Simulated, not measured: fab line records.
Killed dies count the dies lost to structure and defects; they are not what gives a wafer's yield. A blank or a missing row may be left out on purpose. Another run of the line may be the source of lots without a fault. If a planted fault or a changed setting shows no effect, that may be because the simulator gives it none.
The tool behind it: which one? || flow gf180mcu || Sampling: 12 lots, 36 wafers, 4 of 602 route steps

## WHAT THE GAUGES SHOWED, per wafer
GF_STI_THK_MEAS_22. Usual: STI_OXIDATION_01_THK gives 14.97 nm (standard deviation 0.28).
{"lot": "L113", "measured": "day 2 13:50", "on": "film metro-01", "STI_OXIDATION_01_THK (nm)": "15.13 15.13 15.35", "flag": ""}
{"lot": "L115", "measured": "day 2 23:22", "on": "film metro-03", "STI_OXIDATION_01_THK (nm)": "15.02 15.03 14.79", "flag": ""}
{"lot": "L116", "measured": "day 3 05:28", "on": "film metro-04", "STI_OXIDATION_01_THK (nm)": "14.82 14.73 14.85", "flag": ""}
{"lot": "L117", "measured": "day 3 10:38", "on": "film metro-01", "STI_OXIDATION_01_THK (nm)": "14.84 15.01 14.70", "flag": ""}
{"lot": "L121", "measured": "day 4 07:38", "on": "film metro-04", "STI_OXIDATION_01_THK (nm)": "14.89 15.14 14.79", "flag": ""}
{"lot": "L122", "measured": "day 4 12:35", "on": "film metro-03", "STI_OXIDATION_01_THK (nm)": "14.94 14.83 14.84", "flag": ""}
{"lot": "L124", "measured": "day 4 22:43", "on": "film metro-01", "STI_OXIDATION_01_THK (nm)": "14.70 14.53 14.79", "flag": ""}
{"lot": "L125", "measured": "day 5 03:35", "on": "film metro-01", "STI_OXIDATION_01_THK (nm)": "14.87 15.07 15.25", "flag": ""}
{"lot": "L131", "measured": "day 6 10:14", "on": "film metro-04", "STI_OXIDATION_01_THK (nm)": "14.86 14.84 15.11", "flag": ""}
{"lot": "L132", "measured": "day 6 16:00", "on": "film metro-03", "STI_OXIDATION_01_THK (nm)": "15.16 15.08 15.29", "flag": ""}
{"lot": "L133", "measured": "day 6 21:19", "on": "film metro-01", "STI_OXIDATION_01_THK (nm)": "15.08 14.96 14.90", "flag": ""}
{"lot": "L134", "measured": "day 7 03:05", "on": "film metro-03", "STI_OXIDATION_01_THK (nm)": "15.05 15.29 15.04", "flag": ""}

GF_PSD_RS_MEAS_14: the measuring method here is four-point-probe. Usual: NSD_RS gives 46.15 ohm/sq (standard deviation 0.087).
{"lot": "L113", "measured": "day 14 22:07", "on": "film metro-03", "NSD_RS (ohm/sq)": "46.26 46.20 46.14", "flag": ""}
{"lot": "L115", "measured": "day 15 22:17", "on": "film metro-03", "NSD_RS (ohm/sq)": "46.11 46.18 46.16", "flag": ""}
{"lot": "L116", "measured": "day 16 01:51", "on": "film metro-03", "NSD_RS (ohm/sq)": "46.14 46.11 46.21", "flag": ""}
{"lot": "L117", "measured": "day 16 12:03", "on": "film metro-03", "NSD_RS (ohm/sq)": "46.24 46.09 46.20", "flag": ""}
{"lot": "L121", "measured": "day 17 22:15", "on": "film metro-04", "NSD_RS (ohm/sq)": "46.08 46.04 46.04", "flag": ""}
{"lot": "L122", "measured": "day 18 13:17", "on": "film metro-03", "NSD_RS (ohm/sq)": "46.29 46.12 46.09", "flag": ""}
{"lot": "L124", "measured": "day 19 01:10", "on": "film metro-03", "NSD_RS (ohm/sq)": "47.62 47.59 47.59", "flag": "OFF"}
{"lot": "L125", "measured": "day 19 10:29", "on": "film metro-03", "NSD_RS (ohm/sq)": "47.76 47.65 47.71", "flag": "OFF"}
{"lot": "L131", "measured": "day 21 09:35", "on": "film metro-02", "NSD_RS (ohm/sq)": "46.12 46.15 46.20", "flag": ""}
{"lot": "L132", "measured": "day 21 16:11", "on": "film metro-03", "NSD_RS (ohm/sq)": "46.24 46.19 46.24", "flag": ""}
{"lot": "L133", "measured": "day 22 04:26", "on": "film metro-04", "NSD_RS (ohm/sq)": "46.07 46.03 46.08", "flag": ""}
{"lot": "L134", "measured": "day 22 11:08", "on": "film metro-03", "NSD_RS (ohm/sq)": "46.20 46.12 46.21", "flag": ""}

GF_PSD_RS_MEAS_15: the measuring method here is four-point-probe. Usual: PSD_RS gives 108.6 ohm/sq (standard deviation 0.34).
{"lot": "L113", "measured": "day 14 22:14", "on": "film metro-03", "PSD_RS (ohm/sq)": "109.3 108.7 108.5", "flag": ""}
{"lot": "L115", "measured": "day 15 22:25", "on": "film metro-03", "PSD_RS (ohm/sq)": "108.4 108.5 108.7", "flag": ""}
{"lot": "L116", "measured": "day 16 01:58", "on": "film metro-03", "PSD_RS (ohm/sq)": "108.9 108.9 109.0", "flag": ""}
{"lot": "L117", "measured": "day 16 12:10", "on": "film metro-03", "PSD_RS (ohm/sq)": "108.8 108.9 109.1", "flag": ""}
{"lot": "L121", "measured": "day 17 22:22", "on": "film metro-04", "PSD_RS (ohm/sq)": "108.2 107.9 108.2", "flag": ""}
{"lot": "L122", "measured": "day 18 13:24", "on": "film metro-03", "PSD_RS (ohm/sq)": "108.6 108.4 108.2", "flag": ""}
{"lot": "L124", "measured": "day 19 01:17", "on": "film metro-03", "PSD_RS (ohm/sq)": "115.7 115.8 116.0", "flag": "OFF"}
{"lot": "L125", "measured": "day 19 10:36", "on": "film metro-03", "PSD_RS (ohm/sq)": "115.8 116.0 116.4", "flag": "OFF"}
{"lot": "L131", "measured": "day 21 09:42", "on": "film metro-02", "PSD_RS (ohm/sq)": "108.5 108.5 109.2", "flag": ""}
{"lot": "L132", "measured": "day 21 16:18", "on": "film metro-03", "PSD_RS (ohm/sq)": "109.0 109.1 108.7", "flag": ""}
{"lot": "L133", "measured": "day 22 04:33", "on": "film metro-04", "PSD_RS (ohm/sq)": "108.1 108.1 108.4", "flag": ""}
{"lot": "L134", "measured": "day 22 11:16", "on": "film metro-03", "PSD_RS (ohm/sq)": "108.8 109.0 108.5", "flag": ""}

## EACH LOT AND THE TOOL THAT RAN IT (in order: tool; ch and the chambers of the sampled wafers; start)
{"lot": "L113", "GF_PSD_RTA_13": "rtp anneal-02 ch 0, day 14 22:02"}
{"lot": "L115", "GF_PSD_RTA_13": "rtp anneal-02 ch 0, day 15 22:11"}
{"lot": "L116", "GF_PSD_RTA_13": "rtp anneal-01 ch 0, day 16 01:46"}
{"lot": "L117", "GF_PSD_RTA_13": "rtp anneal-02 ch 0, day 16 11:58"}
{"lot": "L121", "GF_PSD_RTA_13": "rtp anneal-02 ch 0, day 17 22:10"}
{"lot": "L122", "GF_PSD_RTA_13": "rtp anneal-01 ch 0, day 18 13:12"}
{"lot": "L124", "GF_PSD_RTA_13": "rtp anneal-01 ch 0, day 19 01:05"}
{"lot": "L125", "GF_PSD_RTA_13": "rtp anneal-01 ch 0, day 19 10:23"}
{"lot": "L131", "GF_PSD_RTA_13": "rtp anneal-02 ch 0, day 21 09:29"}
{"lot": "L132", "GF_PSD_RTA_13": "rtp anneal-02 ch 0, day 21 16:05"}
{"lot": "L133", "GF_PSD_RTA_13": "rtp anneal-01 ch 0, day 22 04:16"}
{"lot": "L134", "GF_PSD_RTA_13": "rtp anneal-01 ch 0, day 22 10:51"}
- GF_PSD_RTA_13: time 20 s.

## AS READ BY THE TOOLS THEMSELVES (means over the sampled wafers that have a number; for cases with no such wafer, the mark the record gives instead)
GF_PSD_RTA_13. Usual: chamber o2 ppm 2.002, standard deviation 0.023; lamp power pct 32.5 %, standard deviation 1.6; wafer_temp_C_max 1030.2, standard deviation 1.4.
{"lot": "L113", "tool": "rtp anneal-02", "chamber o2 ppm": 2.046, "lamp power pct (%)": 30.9, "wafer_temp_C_max": 1030.7, "flag": ""}
{"lot": "L115", "tool": "rtp anneal-02", "chamber o2 ppm": 1.991, "lamp power pct (%)": 30.9, "wafer_temp_C_max": 1030.1, "flag": ""}
{"lot": "L116", "tool": "rtp anneal-01", "chamber o2 ppm": 2.027, "lamp power pct (%)": 34.1, "wafer_temp_C_max": 1028.1, "flag": ""}
{"lot": "L117", "tool": "rtp anneal-02", "chamber o2 ppm": 1.975, "lamp power pct (%)": 30.9, "wafer_temp_C_max": 1033.7, "flag": ""}
{"lot": "L121", "tool": "rtp anneal-02", "chamber o2 ppm": 1.979, "lamp power pct (%)": 30.9, "wafer_temp_C_max": 1030.2, "flag": ""}
{"lot": "L122", "tool": "rtp anneal-01", "chamber o2 ppm": 2.025, "lamp power pct (%)": 34.1, "wafer_temp_C_max": 1029.1, "flag": ""}
{"lot": "L124", "tool": "rtp anneal-01", "chamber o2 ppm": 1.990, "lamp power pct (%)": 33.1, "wafer_temp_C_max": 1017.4, "flag": "OFF"}
{"lot": "L125", "tool": "rtp anneal-01", "chamber o2 ppm": 1.989, "lamp power pct (%)": 33.1, "wafer_temp_C_max": 1018.6, "flag": "OFF"}
{"lot": "L131", "tool": "rtp anneal-02", "chamber o2 ppm": 1.994, "lamp power pct (%)": 30.9, "wafer_temp_C_max": 1032.8, "flag": ""}
{"lot": "L132", "tool": "rtp anneal-02", "chamber o2 ppm": 2.015, "lamp power pct (%)": 30.9, "wafer_temp_C_max": 1031.3, "flag": ""}
{"lot": "L133", "tool": "rtp anneal-01", "chamber o2 ppm": 1.988, "lamp power pct (%)": 34.1, "wafer_temp_C_max": 1028.8, "flag": ""}
{"lot": "L134", "tool": "rtp anneal-01", "chamber o2 ppm": 2.019, "lamp power pct (%)": 34.2, "wafer_temp_C_max": 1029.2, "flag": ""}

## THE ANSWER, worked out from the rows above alone
Rule: a lot counts as off when the mean over its wafers that have a number is more than 3 standard deviations away from the usual mean. Also off: a lot with no number at a reading for which 4 or more lots have one. The other lots that the step has rows for count as sound. After the gauges, taken in route order, come the tools' own readings; for these a lot's mean is taken, as printed above. At the first step where some lot is off, the reading lying furthest off is the one used; lots without a number count as furthest.
Off: at GF_PSD_RS_MEAS_14 (NSD_RS), L124, L125.
A tool fits if, at a process step before that reading, it ran every lot that is off, and no sound lot after the first of them. The gauges at GF_PSD_RS_MEAS_14 aren't tried: what is off there is off at GF_PSD_RTA_13 too, on other tools, and a gauge's error can't cause that. Not one of the candidates tried fits.

## WHAT THE SIMULATOR HAD INSERTED
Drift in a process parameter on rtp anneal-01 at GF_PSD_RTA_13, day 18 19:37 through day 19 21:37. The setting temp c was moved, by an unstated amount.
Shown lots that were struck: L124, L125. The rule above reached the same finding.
